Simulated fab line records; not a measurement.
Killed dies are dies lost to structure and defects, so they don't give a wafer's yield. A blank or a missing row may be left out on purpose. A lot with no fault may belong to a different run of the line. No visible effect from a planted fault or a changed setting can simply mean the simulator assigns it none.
The tool behind it: which one? / flow gf180mcu / 15 lots with 45 wafers sampled at 3 steps, on a route of 602 steps

== WHAT THE GAUGES READ, wafer by wafer ==
GF_CONTACT_THK_MEAS_26: measures by xrf.
lot=L335; measured=day 16 05:43; on=film_metro-01; CONTACT_W_THK (nm)=292 293 286
lot=L338; measured=day 17 12:56; on=film_metro-01; CONTACT_W_THK (nm)=289 289 292
lot=L337; measured=day 17 13:13; on=film_metro-03; CONTACT_W_THK (nm)=285 292 286
lot=L339; measured=day 17 21:21; on=film_metro-03; CONTACT_W_THK (nm)=292 289 291
lot=L340; measured=day 18 11:20; on=film_metro-04; CONTACT_W_THK (nm)=291 294 287
lot=L341; measured=day 18 12:17; on=film_metro-04; CONTACT_W_THK (nm)=299 305 303
lot=L342; measured=day 19 01:36; on=film_metro-04; CONTACT_W_THK (nm)=295 298 295
lot=L344; measured=day 19 20:46; on=film_metro-04; CONTACT_W_THK (nm)=292 294 291
lot=L346; measured=day 20 11:42; on=film_metro-03; CONTACT_W_THK (nm)=284 290 286
lot=L347; measured=day 20 13:07; on=film_metro-01; CONTACT_W_THK (nm)=298 296 291
lot=L348; measured=day 21 11:02; on=film_metro-04; CONTACT_W_THK (nm)=295 300 304
lot=L355; measured=day 23 01:51; on=film_metro-04; CONTACT_W_THK (nm)=301 294 296
lot=L356; measured=day 23 08:35; on=film_metro-01; CONTACT_W_THK (nm)=287 297 294
lot=L357; measured=day 23 19:11; on=film_metro-01; CONTACT_W_THK (nm)=294 293 291
lot=L358; measured=day 23 20:47; on=film_metro-03; CONTACT_W_THK (nm)=292 288 293

GF_M1_OVL_MEAS_15.
lot=L335; measured=day 17 04:25; on=overlay-02; M1_OVL (nm)=-6 -8 -8
lot=L338; measured=day 18 12:54; on=overlay-02; M1_OVL (nm)=6 1 -4
lot=L337; measured=day 18 13:15; on=overlay-01; M1_OVL (nm)=-5 -6 -5
lot=L339; measured=day 18 21:28; on=overlay-02; M1_OVL (nm)=-1 -1 5
lot=L340; measured=day 19 11:36; on=overlay-02; M1_OVL (nm)=-6 -2 -5
lot=L341; measured=day 19 12:51; on=overlay-02; M1_OVL (nm)=4 -1 -2
lot=L342; measured=day 20 02:49; on=overlay-02; M1_OVL (nm)=-2 -2 4
lot=L344; measured=day 20 21:40; on=overlay-02; M1_OVL (nm)=-5 -6 -5
lot=L346; measured=day 21 12:24; on=overlay-02; M1_OVL (nm)=-6 -4 -3
lot=L347; measured=day 21 13:24; on=overlay-01; M1_OVL (nm)=11 4 -9
lot=L348; measured=day 22 10:46; on=overlay-01; M1_OVL (nm)=3 -1 5
lot=L355; measured=day 24 00:54; on=overlay-02; M1_OVL (nm)=-11 -1 -5
lot=L356; measured=day 24 07:04; on=overlay-01; M1_OVL (nm)=-3 7 0
lot=L357; measured=day 24 17:19; on=overlay-01; M1_OVL (nm)=3 7 6
lot=L358; measured=day 24 19:37; on=overlay-02; M1_OVL (nm)=-6 -5 0

GF_V1_BOW_MEAS_05.
lot=L335; measured=day 17 05:43; on=film_metro-04; V1_BOW (um)=86 82 82
lot=L338; measured=day 18 14:32; on=film_metro-03; V1_BOW (um)=76 81 72
lot=L337; measured=day 18 14:31; on=film_metro-04; V1_BOW (um)=81 78 86
lot=L339; measured=day 18 22:44; on=film_metro-03; V1_BOW (um)=88 77 80
lot=L340; measured=day 19 12:52; on=film_metro-04; V1_BOW (um)=85 89 93
lot=L341; measured=day 19 14:08; on=film_metro-04; V1_BOW (um)=80 76 81
lot=L342; measured=day 20 04:11; on=film_metro-04; V1_BOW (um)=68 86 81
lot=L344; measured=day 20 23:02; on=film_metro-04; V1_BOW (um)=84 87 85
lot=L346; measured=day 21 13:43; on=film_metro-04; V1_BOW (um)=70 70 64
lot=L347; measured=day 21 14:49; on=film_metro-02; V1_BOW (um)=71 59 64
lot=L348; measured=day 22 12:07; on=film_metro-04; V1_BOW (um)=79 79 85
lot=L355; measured=day 24 02:11; on=film_metro-03; V1_BOW (um)=87 82 92
lot=L356; measured=day 24 08:21; on=film_metro-04; V1_BOW (um)=68 75 74
lot=L357; measured=day 24 18:35; on=film_metro-03; V1_BOW (um)=97 93 92
lot=L358; measured=day 24 21:42; on=film_metro-03; V1_BOW (um)=88 72 82

== TOOL THAT RAN EACH LOT (tool first, then ch and the chambers of the sampled wafers, then the start) ==
Before these readings, the record contains no process step.

== WHAT THE TOOLS THEMSELVES READ (means of the sampled wafers that have a number; where no wafer has one, the mark that the record gives instead) ==
The record holds no such reading with a usual standard deviation.

== THE ANSWER, worked out from the rows above alone ==
Rule: what is usual is taken from the lots themselves. The widest of any qualifying gaps counts: lots, ordered by their means at a reading, are off when they make up no more than a third of the lots, leave a main group of 4 or more, and stand apart from it by 3 or more times the standard deviation of that group's means. A main group whose means are all the same, to the digits that the tables above print for the reading, isn't used. Also off: a lot with no number at a reading for which 4 or more lots have one. The other lots that the step has rows for count as sound. The gauges are gone through in route order, then the tools' own readings, and for those a lot's mean is taken as printed above. The first step at which some lot is off is used, and at that step the reading that is off furthest; a lot without a number counts as furthest.
No lot is off on any of the readings shown, so nothing can be concluded from this.

== WHAT WAS PUT IN BY THE SIMULATOR ==
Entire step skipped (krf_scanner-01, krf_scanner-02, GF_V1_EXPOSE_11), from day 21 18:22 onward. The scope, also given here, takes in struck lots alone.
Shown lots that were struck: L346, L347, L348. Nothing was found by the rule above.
